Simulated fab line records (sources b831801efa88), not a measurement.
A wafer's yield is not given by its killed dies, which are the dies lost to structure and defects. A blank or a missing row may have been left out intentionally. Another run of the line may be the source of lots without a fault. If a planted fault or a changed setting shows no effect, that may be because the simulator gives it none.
Which tool is to blame?    flow sky130    39 wafers from 13 lots sampled at 3 of the route's 708 steps

## WHAT THE GAUGES SHOWED, per wafer
SKY_VIA4_BOW_MEAS_03.
lot   measured      on             VIA4_BOW (um)
L865  day 42 01:52  film-metro-01  73 76 73
L866  day 42 08:50  film-metro-04  82 81 78
L869  day 42 22:41  film-metro-01  84 93 98
L870  day 43 16:53  film-metro-01  95 87 85
L871  day 43 18:19  film-metro-01  82 89 70
L872  day 44 04:04  film-metro-01  66 64 84
L874  day 44 09:35  film-metro-02  83 71 78
L876  day 45 02:10  film-metro-04  72 68 76
L877  day 45 12:02  film-metro-02  82 73 88
L878  day 45 14:53  film-metro-02  79 76 66
L882  day 46 16:22  film-metro-01  74 84 81
L883  day 47 03:48  film-metro-04  83 91 91
L886  day 48 02:08  film-metro-02  104 89 82

SKY_VIA4_OVL_MEAS_11.
lot   measured      on          VIA4_OVL (nm)
L865  day 43 00:44  overlay-02  0.1 1.2 0.0
L866  day 43 07:55  overlay-01  -2.9 0.3 -0.2
L869  day 43 19:19  overlay-02  3.2 2.2 2.5
L870  day 44 15:24  overlay-02  1.6 1.5 2.3
L871  day 44 16:32  overlay-01  2.0 1.0 1.9
L872  day 45 01:33  overlay-01  2.3 -0.9 0.2
L874  day 45 06:50  overlay-01  3.7 2.1 1.9
L876  day 45 22:17  overlay-02  2.0 1.3 1.4
L877  day 46 09:26  overlay-02  -1.6 -1.0 0.3
L878  day 46 12:17  overlay-01  -0.9 -1.3 -1.1
L882  day 47 12:24  overlay-01  1.3 -0.1 -0.1
L883  day 47 23:27  overlay-02  -1.9 1.3 0.1
L886  day 48 20:13  overlay-01  1.6 0.9 1.8

SKY_VIA4_THK_MEAS_20: measures by xrf.
lot   measured      on             VIA4_W_THK (nm)
L865  day 43 01:47  film-metro-04  521 522 514
L866  day 43 08:57  film-metro-01  516 523 514
L869  day 43 20:31  film-metro-01  521 527 527
L870  day 44 16:26  film-metro-01  516 530 519
L871  day 44 17:34  film-metro-04  524 521 513
L872  day 45 02:35  film-metro-01  514 524 523
L874  day 45 07:55  film-metro-01  522 510 520
L876  day 45 23:23  film-metro-04  532 530 536
L877  day 46 10:28  film-metro-04  518 523 523
L878  day 46 13:20  film-metro-04  509 518 509
L882  day 47 13:26  film-metro-04  525 516 515
L883  day 48 00:29  film-metro-02  516 518 518
L886  day 48 21:37  film-metro-02  524 522 516

## EACH LOT AND THE TOOL THAT RAN IT (in order: tool; ch and the chambers of the sampled wafers; start)
Before these readings, the record contains no process step.

## WHAT THE TOOLS THEMSELVES READ (means of the sampled wafers that have a number; where no wafer has one, the mark that the record gives instead)
The record holds no such reading with a usual standard deviation.

## THE ANSWER, worked out from the rows above alone
Rule: what is usual is taken from the lots themselves. Put in order of their means at a reading, lots are off if they are a third of the lots or fewer, leave a main group of 4 or more, and stand apart from it by a gap of 3 or more times the standard deviation of the main group's means; of several such gaps the widest counts. A main group whose means are all the same, to the digits that the tables above print for the reading, isn't used. Also off: a lot with no number at a reading for which 4 or more lots have one. Where the step has rows for the other lots, those lots are counted as sound. First the gauges in route order, then the tools' own readings, where a lot's mean is used as printed above. At the first step where some lot is off, the reading lying furthest off is the one used; lots without a number count as furthest.
None of the lots is off at any reading shown; this tells nothing.

## WHAT THE SIMULATOR PUT IN
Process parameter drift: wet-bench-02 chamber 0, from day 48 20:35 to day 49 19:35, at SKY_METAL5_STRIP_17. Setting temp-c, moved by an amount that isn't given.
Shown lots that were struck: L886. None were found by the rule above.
